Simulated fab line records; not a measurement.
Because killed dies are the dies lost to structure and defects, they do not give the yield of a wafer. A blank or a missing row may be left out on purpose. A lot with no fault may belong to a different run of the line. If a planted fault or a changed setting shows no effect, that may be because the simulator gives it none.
Which tool did it? :: flow gf180mcu :: 24 lots with 72 wafers sampled at 6 steps, on a route of 602 steps

## WHAT THE GAUGES SHOWED, per wafer
GF_V3_OVL_MEAS_15.
lot: L074
measured: day 22 05:05
on: overlay-01
V3_OVL (nm): 15 -1 -3

lot: L075
measured: day 22 11:31
on: overlay-01
V3_OVL (nm): 3 -3 3

lot: L076
measured: day 23 13:20
on: overlay-02
V3_OVL (nm): 2 6 3

lot: L077
measured: day 23 13:41
on: overlay-02
V3_OVL (nm): 6 5 3

lot: L078
measured: day 23 18:07
on: overlay-01
V3_OVL (nm): 6 8 16

lot: L079
measured: day 24 04:19
on: overlay-01
V3_OVL (nm): 4 4 11

lot: L080
measured: day 24 10:34
on: overlay-01
V3_OVL (nm): -2 5 7

lot: L081
measured: day 24 20:55
on: overlay-01
V3_OVL (nm): 4 2 5

lot: L082
measured: day 25 02:56
on: overlay-02
V3_OVL (nm): 8 14 14

lot: L083
measured: day 25 15:17
on: overlay-01
V3_OVL (nm): -3 -8 -9

lot: L084
measured: day 25 23:19
on: overlay-01
V3_OVL (nm): 0 7 3

lot: L085
measured: day 26 09:49
on: overlay-01
V3_OVL (nm): 2 2 4

lot: L086
measured: day 26 17:55
on: overlay-02
V3_OVL (nm): -4 -2 -7

lot: L087
measured: day 27 02:26
on: overlay-02
V3_OVL (nm): -4 -6 5

lot: L088
measured: day 27 11:52
on: overlay-02
V3_OVL (nm): -7 -1 0

lot: L089
measured: day 27 13:35
on: overlay-01
V3_OVL (nm): 0 -7 -7

lot: L090
measured: day 28 00:25
on: overlay-02
V3_OVL (nm): 1 2 6

lot: L091
measured: day 28 08:14
on: overlay-02
V3_OVL (nm): 11 8 6

lot: L092
measured: day 28 11:10
on: overlay-01
V3_OVL (nm): 13 -1 -4

lot: L093
measured: day 28 14:13
on: overlay-01
V3_OVL (nm): 12 3 4

lot: L094
measured: day 29 00:31
on: overlay-02
V3_OVL (nm): 3 0 0

lot: L095
measured: day 29 02:23
on: overlay-02
V3_OVL (nm): 1 -4 1

lot: L096
measured: day 29 10:01
on: overlay-02
V3_OVL (nm): -7 8 5

lot: L097
measured: day 29 19:04
on: overlay-01
V3_OVL (nm): 3 0 -1

GF_PASSIVATION_BOW_MEAS_14.
lot: L074
measured: day 28 22:26
on: filmMetro-01
PASSIVATION_BOW (um): 139 138 142

lot: L075
measured: day 29 01:55
on: filmMetro-01
PASSIVATION_BOW (um): 128 123 135

lot: L076
measured: day 29 23:59
on: filmMetro-01
PASSIVATION_BOW (um): 120 122 121

lot: L077
measured: day 30 01:39
on: filmMetro-04
PASSIVATION_BOW (um): 135 140 140

lot: L078
measured: day 30 05:31
on: filmMetro-01
PASSIVATION_BOW (um): 149 142 143

lot: L079
measured: day 30 10:34
on: filmMetro-04
PASSIVATION_BOW (um): 155 152 134

lot: L080
measured: day 30 16:34
on: filmMetro-04
PASSIVATION_BOW (um): 159 142 161

lot: L081
measured: day 31 02:20
on: filmMetro-01
PASSIVATION_BOW (um): 140 143 152

lot: L082
measured: day 31 05:14
on: filmMetro-04
PASSIVATION_BOW (um): 155 151 162

lot: L083
measured: day 31 17:34
on: filmMetro-04
PASSIVATION_BOW (um): 144 143 150

lot: L084
measured: day 32 00:28
on: filmMetro-04
PASSIVATION_BOW (um): 165 155 160

lot: L085
measured: day 32 06:50
on: filmMetro-04
PASSIVATION_BOW (um): 149 154 138

lot: L086
measured: day 32 14:58
on: filmMetro-04
PASSIVATION_BOW (um): 148 141 141

lot: L087
measured: day 32 22:16
on: filmMetro-04
PASSIVATION_BOW (um): 128 131 130

lot: L088
measured: day 33 04:28
on: filmMetro-02
PASSIVATION_BOW (um): 143 136 150

lot: L089
measured: day 33 08:39
on: filmMetro-02
PASSIVATION_BOW (um): 147 141 148

lot: L090
measured: day 33 16:04
on: filmMetro-02
PASSIVATION_BOW (um): 140 148 151

lot: L091
measured: day 33 21:07
on: filmMetro-04
PASSIVATION_BOW (um): 132 125 140

lot: L092
measured: day 34 02:28
on: filmMetro-04
PASSIVATION_BOW (um): 136 141 144

lot: L093
measured: day 34 02:52
on: filmMetro-02
PASSIVATION_BOW (um): 127 129 123

lot: L094
measured: day 34 10:35
on: filmMetro-04
PASSIVATION_BOW (um): 152 142 144

lot: L095
measured: day 34 13:25
on: filmMetro-01
PASSIVATION_BOW (um): 120 128 124

lot: L096
measured: day 34 18:44
on: filmMetro-04
PASSIVATION_BOW (um): 130 134 119

lot: L097
measured: day 34 23:37
on: filmMetro-04
PASSIVATION_BOW (um): 130 144 136

## EACH LOT AND THE TOOL THAT RAN IT (in order: tool; ch and the chambers of the sampled wafers; start)
lot: L074
GF_HV_LDD_STRIP_37: plasmaAsher-04 ch 0,1, day 11 13:31
GF_V2_CVD_02: pecvd-01 ch 0,2, day 19 02:22
GF_V2_SPUTTER_21: pvdSputter-02, day 20 03:21
GF_MIM_SPUTTER_09: pvdSputter-04, day 24 07:40

lot: L075
GF_HV_LDD_STRIP_37: plasmaAsher-02 ch 0,1, day 11 17:22
GF_V2_CVD_02: pecvd-02 ch 0,1,2, day 19 08:34
GF_V2_SPUTTER_21: pvdSputter-02, day 20 10:08
GF_MIM_SPUTTER_09: pvdSputter-03, day 24 13:50

lot: L076
GF_HV_LDD_STRIP_37: plasmaAsher-03 ch 0,1, day 12 08:14
GF_V2_CVD_02: pecvd-02 ch 0,1, day 20 04:29
GF_V2_SPUTTER_21: pvdSputter-02, day 21 05:01
GF_MIM_SPUTTER_09: pvdSputter-04, day 25 13:55

lot: L077
GF_HV_LDD_STRIP_37: plasmaAsher-02 ch 0,1, day 12 16:01
GF_V2_CVD_02: pecvd-02 ch 1, day 20 11:52
GF_V2_SPUTTER_21: pvdSputter-02, day 21 12:46
GF_MIM_SPUTTER_09: pvdSputter-04, day 25 14:17

lot: L078
GF_HV_LDD_STRIP_37: plasmaAsher-02 ch 0,1, day 12 19:58
GF_V2_CVD_02: pecvd-01 ch 0,1, day 20 16:26
GF_V2_SPUTTER_21: pvdSputter-03, day 21 17:14
GF_MIM_SPUTTER_09: pvdSputter-02, day 25 18:34

lot: L079
GF_HV_LDD_STRIP_37: plasmaAsher-03 ch 0,1, day 13 01:25
GF_V2_CVD_02: pecvd-02 ch 0,1, day 21 02:49
GF_V2_SPUTTER_21: pvdSputter-01, day 22 04:04
GF_MIM_SPUTTER_09: pvdSputter-04, day 26 03:52

lot: L080
GF_HV_LDD_STRIP_37: plasmaAsher-03 ch 0,1, day 13 09:38
GF_V2_CVD_02: pecvd-03 ch 0,1,2, day 21 08:43
GF_V2_SPUTTER_21: pvdSputter-03, day 22 08:59
GF_MIM_SPUTTER_09: pvdSputter-04, day 26 10:06

lot: L081
GF_HV_LDD_STRIP_37: plasmaAsher-04 ch 0,1, day 13 21:29
GF_V2_CVD_02: pecvd-03 ch 0,2, day 21 22:58
GF_V2_SPUTTER_21: pvdSputter-02, day 22 23:31
GF_MIM_SPUTTER_09: pvdSputter-04, day 26 20:02

lot: L082
GF_HV_LDD_STRIP_37: plasmaAsher-04 ch 0,1, day 14 01:25
GF_V2_CVD_02: pecvd-01 ch 0,2, day 22 04:08
GF_V2_SPUTTER_21: pvdSputter-01, day 23 03:53
GF_MIM_SPUTTER_09: pvdSputter-02, day 27 02:11

lot: L083
GF_HV_LDD_STRIP_37: plasmaAsher-04 ch 0,1, day 14 12:52
GF_V2_CVD_02: pecvd-03 ch 0,1, day 22 16:22
GF_V2_SPUTTER_21: pvdSputter-03, day 23 16:49
GF_MIM_SPUTTER_09: pvdSputter-04, day 27 14:26

lot: L084
GF_HV_LDD_STRIP_37: plasmaAsher-02 ch 0,1, day 14 22:46
GF_V2_CVD_02: pecvd-03 ch 0,1,2, day 23 02:49
GF_V2_SPUTTER_21: pvdSputter-02, day 24 02:11
GF_MIM_SPUTTER_09: pvdSputter-02, day 27 20:51

lot: L085
GF_HV_LDD_STRIP_37: plasmaAsher-02 ch 0,1, day 15 07:28
GF_V2_CVD_02: pecvd-01 ch 0,1,2, day 23 11:43
GF_V2_SPUTTER_21: pvdSputter-03, day 24 11:54
GF_MIM_SPUTTER_09: pvdSputter-02, day 28 06:29

lot: L086
GF_HV_LDD_STRIP_37: plasmaAsher-03 ch 0,1, day 15 18:10
GF_V2_CVD_02: pecvd-01 ch 0,2, day 23 23:12
GF_V2_SPUTTER_21: pvdSputter-01, day 24 21:29
GF_MIM_SPUTTER_09: pvdSputter-02, day 28 15:08

lot: L087
GF_HV_LDD_STRIP_37: plasmaAsher-04 ch 0,1, day 16 02:55
GF_V2_CVD_02: pecvd-01 ch 1,2, day 24 06:25
GF_V2_SPUTTER_21: pvdSputter-01, day 25 05:47
GF_MIM_SPUTTER_09: pvdSputter-03, day 28 22:55

lot: L088
GF_HV_LDD_STRIP_37: plasmaAsher-03 ch 0,1, day 16 12:22
GF_V2_CVD_02: pecvd-01 ch 0,1,2, day 24 17:08
GF_V2_SPUTTER_21: pvdSputter-01, day 25 16:34
GF_MIM_SPUTTER_09: pvdSputter-04, day 29 07:23

lot: L089
GF_HV_LDD_STRIP_37: plasmaAsher-02 ch 0,1, day 16 15:47
GF_V2_CVD_02: pecvd-02 ch 0,1,2, day 24 18:55
GF_V2_SPUTTER_21: pvdSputter-02, day 25 18:08
GF_MIM_SPUTTER_09: pvdSputter-02, day 29 09:08

lot: L090
GF_HV_LDD_STRIP_37: plasmaAsher-04 ch 0,1, day 17 02:32
GF_V2_CVD_02: pecvd-01 ch 0,1,2, day 25 07:06
GF_V2_SPUTTER_21: pvdSputter-01, day 26 05:28
GF_MIM_SPUTTER_09: pvdSputter-02, day 29 20:37

lot: L091
GF_HV_LDD_STRIP_37: plasmaAsher-02 ch 0,1, day 17 11:59
GF_V2_CVD_02: pecvd-03 ch 0,1, day 25 16:21
GF_V2_SPUTTER_21: pvdSputter-01, day 26 14:49
GF_MIM_SPUTTER_09: pvdSputter-02, day 30 02:27

lot: L092
GF_HV_LDD_STRIP_37: plasmaAsher-03 ch 0,1, day 17 15:34
GF_V2_CVD_02: pecvd-03 ch 0,2, day 25 18:33
GF_V2_SPUTTER_21: pvdSputter-01, day 26 16:46
GF_MIM_SPUTTER_09: pvdSputter-04, day 30 06:32

lot: L093
GF_HV_LDD_STRIP_37: plasmaAsher-04 ch 0,1, day 17 19:46
GF_V2_CVD_02: pecvd-03 ch 0,2, day 25 21:00
GF_V2_SPUTTER_21: pvdSputter-01, day 26 18:53
GF_MIM_SPUTTER_09: pvdSputter-03, day 30 09:45

lot: L094
GF_HV_LDD_STRIP_37: plasmaAsher-02 ch 0,1, day 18 04:46
GF_V2_CVD_02: pecvd-03 ch 0,1,2, day 26 08:56
GF_V2_SPUTTER_21: pvdSputter-02, day 27 06:29
GF_MIM_SPUTTER_09: pvdSputter-04, day 30 18:20

lot: L095
GF_HV_LDD_STRIP_37: plasmaAsher-04 ch 0,1, day 18 08:22
GF_V2_CVD_02: pecvd-03 ch 0,1,2, day 26 11:06
GF_V2_SPUTTER_21: pvdSputter-01, day 27 08:37
GF_MIM_SPUTTER_09: pvdSputter-02, day 30 20:38

lot: L096
GF_HV_LDD_STRIP_37: plasmaAsher-03 ch 0,1, day 18 15:46
GF_V2_CVD_02: pecvd-03 ch 0,1,2, day 26 18:27
GF_V2_SPUTTER_21: pvdSputter-01, day 27 16:00
GF_MIM_SPUTTER_09: pvdSputter-04, day 31 04:01

lot: L097
GF_HV_LDD_STRIP_37: plasmaAsher-03 ch 0,1, day 19 06:07
GF_V2_CVD_02: pecvd-01 ch 0,1,2, day 27 04:27
GF_V2_SPUTTER_21: pvdSputter-02, day 28 01:30
GF_MIM_SPUTTER_09: pvdSputter-02, day 31 11:25
- GF_HV_LDD_STRIP_37: strips in O2/N2.
- GF_V2_CVD_02: deposits SiO2 from TEOS, target thk 850 nm, time 94.851 s.
- GF_V2_SPUTTER_21: material Ti, target thk 15 nm, time 80.02 s.
- GF_MIM_SPUTTER_09: material TiN, target thk 35 nm, time 29.2 s.

## AS READ BY THE TOOLS THEMSELVES (means over the sampled wafers that have a number; for cases with no such wafer, the mark the record gives instead)
GF_HV_LDD_STRIP_37.
lot: L074
tool: plasmaAsher-04
drypumpMotorCurrentA (A): 6.2
heaterPowerW (W): 326
n2FlowSccm (sccm): 300.5
o2FlowSccm (sccm): 3000
oesProductAu (a.u.): 0.722
stripTimeToEndpointS (s): 12.59

lot: L075
tool: plasmaAsher-02
drypumpMotorCurrentA (A): 5.3
heaterPowerW (W): 303
n2FlowSccm (sccm): 299.9
o2FlowSccm (sccm): 2997
oesProductAu (a.u.): 0.717
stripTimeToEndpointS (s): 12.68

lot: L076
tool: plasmaAsher-03
drypumpMotorCurrentA (A): 5.8
heaterPowerW (W): 347
n2FlowSccm (sccm): 299.9
o2FlowSccm (sccm): 3009
oesProductAu (a.u.): 0.717
stripTimeToEndpointS (s): 12.64

lot: L077
tool: plasmaAsher-02
drypumpMotorCurrentA (A): 5.3
heaterPowerW (W): 298
n2FlowSccm (sccm): 300.2
o2FlowSccm (sccm): 3002
oesProductAu (a.u.): 0.715
stripTimeToEndpointS (s): 12.65

lot: L078
tool: plasmaAsher-02
drypumpMotorCurrentA (A): 5.3
heaterPowerW (W): 305
n2FlowSccm (sccm): 299.7
o2FlowSccm (sccm): 2988
oesProductAu (a.u.): 0.718
stripTimeToEndpointS (s): 12.68

lot: L079
tool: plasmaAsher-03
drypumpMotorCurrentA (A): 5.8
heaterPowerW (W): 354
n2FlowSccm (sccm): 299.0
o2FlowSccm (sccm): 3000
oesProductAu (a.u.): 0.717
stripTimeToEndpointS (s): 12.63

lot: L080
tool: plasmaAsher-03
drypumpMotorCurrentA (A): 5.6
heaterPowerW (W): 344
n2FlowSccm (sccm): 300.1
o2FlowSccm (sccm): 2993
oesProductAu (a.u.): 0.721
stripTimeToEndpointS (s): 12.62

lot: L081
tool: plasmaAsher-04
drypumpMotorCurrentA (A): 6.2
heaterPowerW (W): 325
n2FlowSccm (sccm): 300.2
o2FlowSccm (sccm): 3007
oesProductAu (a.u.): 0.717
stripTimeToEndpointS (s): 12.56

lot: L082
tool: plasmaAsher-04
drypumpMotorCurrentA (A): 6.2
heaterPowerW (W): 333
n2FlowSccm (sccm): 299.0
o2FlowSccm (sccm): 3000
oesProductAu (a.u.): 0.715
stripTimeToEndpointS (s): 12.62

lot: L083
tool: plasmaAsher-04
drypumpMotorCurrentA (A): 6.2
heaterPowerW (W): 326
n2FlowSccm (sccm): 299.2
o2FlowSccm (sccm): 2999
oesProductAu (a.u.): 0.717
stripTimeToEndpointS (s): 12.64

lot: L084
tool: plasmaAsher-02
drypumpMotorCurrentA (A): 5.3
heaterPowerW (W): 300
n2FlowSccm (sccm): 299.8
o2FlowSccm (sccm): 3000
oesProductAu (a.u.): 0.713
stripTimeToEndpointS (s): 12.64

lot: L085
tool: plasmaAsher-02
drypumpMotorCurrentA (A): 5.3
heaterPowerW (W): 301
n2FlowSccm (sccm): 300.7
o2FlowSccm (sccm): 3006
oesProductAu (a.u.): 0.720
stripTimeToEndpointS (s): 12.61

lot: L086
tool: plasmaAsher-03
drypumpMotorCurrentA (A): 5.6
heaterPowerW (W): 342
n2FlowSccm (sccm): 300.6
o2FlowSccm (sccm): 2986
oesProductAu (a.u.): 0.719
stripTimeToEndpointS (s): 12.71

lot: L087
tool: plasmaAsher-04
drypumpMotorCurrentA (A): 6.2
heaterPowerW (W): 328
n2FlowSccm (sccm): 301.3
o2FlowSccm (sccm): 2999
oesProductAu (a.u.): 0.717
stripTimeToEndpointS (s): 12.60

lot: L088
tool: plasmaAsher-03
drypumpMotorCurrentA (A): 5.6
heaterPowerW (W): 343
n2FlowSccm (sccm): 300.5
o2FlowSccm (sccm): 3002
oesProductAu (a.u.): 0.715
stripTimeToEndpointS (s): 12.62

lot: L089
tool: plasmaAsher-02
drypumpMotorCurrentA (A): 5.3
heaterPowerW (W): 307
n2FlowSccm (sccm): 300.2
o2FlowSccm (sccm): 2993
oesProductAu (a.u.): 0.718
stripTimeToEndpointS (s): 12.58

lot: L090
tool: plasmaAsher-04
drypumpMotorCurrentA (A): 6.2
heaterPowerW (W): 332
n2FlowSccm (sccm): 298.6
o2FlowSccm (sccm): 2996
oesProductAu (a.u.): 0.720
stripTimeToEndpointS (s): 12.56

lot: L091
tool: plasmaAsher-02
drypumpMotorCurrentA (A): 5.3
heaterPowerW (W): 300
n2FlowSccm (sccm): 299.9
o2FlowSccm (sccm): 2995
oesProductAu (a.u.): 0.719
stripTimeToEndpointS (s): 12.63

lot: L092
tool: plasmaAsher-03
drypumpMotorCurrentA (A): 5.6
heaterPowerW (W): 344
n2FlowSccm (sccm): 300.1
o2FlowSccm (sccm): 2997
oesProductAu (a.u.): 0.719
stripTimeToEndpointS (s): 12.61

lot: L093
tool: plasmaAsher-04
drypumpMotorCurrentA (A): 6.2
heaterPowerW (W): 326
n2FlowSccm (sccm): 300.1
o2FlowSccm (sccm): 3008
oesProductAu (a.u.): 0.716
stripTimeToEndpointS (s): 12.63

lot: L094
tool: plasmaAsher-02
drypumpMotorCurrentA (A): 5.3
heaterPowerW (W): 295
n2FlowSccm (sccm): 299.4
o2FlowSccm (sccm): 2993
oesProductAu (a.u.): 0.712
stripTimeToEndpointS (s): 12.66

lot: L095
tool: plasmaAsher-04
drypumpMotorCurrentA (A): 6.2
heaterPowerW (W): 331
n2FlowSccm (sccm): 299.7
o2FlowSccm (sccm): 3000
oesProductAu (a.u.): 0.720
stripTimeToEndpointS (s): 12.65

lot: L096
tool: plasmaAsher-03
drypumpMotorCurrentA (A): 5.6
heaterPowerW (W): 340
n2FlowSccm (sccm): 299.9
o2FlowSccm (sccm): 3003
oesProductAu (a.u.): 0.715
stripTimeToEndpointS (s): 12.66

lot: L097
tool: plasmaAsher-03
drypumpMotorCurrentA (A): 5.8
heaterPowerW (W): 351
n2FlowSccm (sccm): 300.1
o2FlowSccm (sccm): 3004
oesProductAu (a.u.): 0.712
stripTimeToEndpointS (s): 12.65

GF_V2_CVD_02.
lot: L074
tool: pecvd-01
heaterPowerW (W): 625

lot: L075
tool: pecvd-02
heaterPowerW (W): 642

lot: L076
tool: pecvd-02
heaterPowerW (W): 696

lot: L077
tool: pecvd-02
heaterPowerW (W): 754

lot: L078
tool: pecvd-01
heaterPowerW (W): 784

lot: L079
tool: pecvd-02
heaterPowerW (W): 725

lot: L080
tool: pecvd-03
heaterPowerW (W): 764

lot: L081
tool: pecvd-03
heaterPowerW (W): 689

lot: L082
tool: pecvd-01
heaterPowerW (W): 622

lot: L083
tool: pecvd-03
heaterPowerW (W): 797

lot: L084
tool: pecvd-03
heaterPowerW (W): 788

lot: L085
tool: pecvd-01
heaterPowerW (W): 738

lot: L086
tool: pecvd-01
heaterPowerW (W): 651

lot: L087
tool: pecvd-01
heaterPowerW (W): 701

lot: L088
tool: pecvd-01
heaterPowerW (W): 652

lot: L089
tool: pecvd-02
heaterPowerW (W): 697

lot: L090
tool: pecvd-01
heaterPowerW (W): 687

lot: L091
tool: pecvd-03
heaterPowerW (W): 760

lot: L092
tool: pecvd-03
heaterPowerW (W): 702

lot: L093
tool: pecvd-03
heaterPowerW (W): 710

lot: L094
tool: pecvd-03
heaterPowerW (W): 767

lot: L095
tool: pecvd-03
heaterPowerW (W): 786

lot: L096
tool: pecvd-03
heaterPowerW (W): 800

lot: L097
tool: pecvd-01
heaterPowerW (W): 715

GF_V2_SPUTTER_21.
lot: L074
tool: pvdSputter-02
throttleValvePct (%): 30.8

lot: L075
tool: pvdSputter-02
throttleValvePct (%): 30.9

lot: L076
tool: pvdSputter-02
throttleValvePct (%): 30.3

lot: L077
tool: pvdSputter-02
throttleValvePct (%): 30.6

lot: L078
tool: pvdSputter-03
throttleValvePct (%): 30.9

lot: L079
tool: pvdSputter-01
throttleValvePct (%): 29.4

lot: L080
tool: pvdSputter-03
throttleValvePct (%): 31.3

lot: L081
tool: pvdSputter-02
throttleValvePct (%): 30.3

lot: L082
tool: pvdSputter-01
throttleValvePct (%): 28.8

lot: L083
tool: pvdSputter-03
throttleValvePct (%): 31.2

lot: L084
tool: pvdSputter-02
throttleValvePct (%): 30.4

lot: L085
tool: pvdSputter-03
throttleValvePct (%): 31.1

lot: L086
tool: pvdSputter-01
throttleValvePct (%): 29.6

lot: L087
tool: pvdSputter-01
throttleValvePct (%): 28.7

lot: L088
tool: pvdSputter-01
throttleValvePct (%): 30.6

lot: L089
tool: pvdSputter-02
throttleValvePct (%): 30.4

lot: L090
tool: pvdSputter-01
throttleValvePct (%): 29.7

lot: L091
tool: pvdSputter-01
throttleValvePct (%): 28.4

lot: L092
tool: pvdSputter-01
throttleValvePct (%): 29.5

lot: L093
tool: pvdSputter-01
throttleValvePct (%): 29.6

lot: L094
tool: pvdSputter-02
throttleValvePct (%): 31.2

lot: L095
tool: pvdSputter-01
throttleValvePct (%): 28.3

lot: L096
tool: pvdSputter-01
throttleValvePct (%): 29.8

lot: L097
tool: pvdSputter-02
throttleValvePct (%): 30.5

GF_MIM_SPUTTER_09.
lot: L074
tool: pvdSputter-04
throttleValvePct (%): 29.7

lot: L075
tool: pvdSputter-03
throttleValvePct (%): 30.2

lot: L076
tool: pvdSputter-04
throttleValvePct (%): 29.6

lot: L077
tool: pvdSputter-04
throttleValvePct (%): 30.4

lot: L078
tool: pvdSputter-02
throttleValvePct (%): 30.6

lot: L079
tool: pvdSputter-04
throttleValvePct (%): 29.9

lot: L080
tool: pvdSputter-04
throttleValvePct (%): 30.4

lot: L081
tool: pvdSputter-04
throttleValvePct (%): 31.1

lot: L082
tool: pvdSputter-02
throttleValvePct (%): 30.6

lot: L083
tool: pvdSputter-04
throttleValvePct (%): 30.0

lot: L084
tool: pvdSputter-02
throttleValvePct (%): 31.1

lot: L085
tool: pvdSputter-02
throttleValvePct (%): 31.1

lot: L086
tool: pvdSputter-02
throttleValvePct (%): 30.6

lot: L087
tool: pvdSputter-03
throttleValvePct (%): 30.3

lot: L088
tool: pvdSputter-04
throttleValvePct (%): 29.7

lot: L089
tool: pvdSputter-02
throttleValvePct (%): 30.8

lot: L090
tool: pvdSputter-02
throttleValvePct (%): 30.7

lot: L091
tool: pvdSputter-02
throttleValvePct (%): 30.6

lot: L092
tool: pvdSputter-04
throttleValvePct (%): 30.2

lot: L093
tool: pvdSputter-03
throttleValvePct (%): 31.0

lot: L094
tool: pvdSputter-04
throttleValvePct (%): 30.2

lot: L095
tool: pvdSputter-02
throttleValvePct (%): 31.4

lot: L096
tool: pvdSputter-04
throttleValvePct (%): 29.6

lot: L097
tool: pvdSputter-02
throttleValvePct (%): 30.1

## THE ANSWER, worked out from the rows above alone
Rule: the usual values come from the lots themselves. The widest of any qualifying gaps counts: lots, ordered by their means at a reading, are off when they make up no more than a third of the lots, leave a main group of 4 or more, and stand apart from it by 3 or more times the standard deviation of that group's means. A main group is skipped when, at the precision printed for the reading in the tables above, its means are all equal. A lot without any number at a reading at which 4 lots or more have one is off too. All remaining lots with rows at the step are treated as sound. The gauges are gone through in route order, then the tools' own readings, and for those a lot's mean is taken as printed above. At the first step where some lot is off, the reading lying furthest off is the one used; lots without a number count as furthest.
No lot is off on any of the readings shown, so nothing can be concluded from this.

## WHAT THE SIMULATOR PUT IN
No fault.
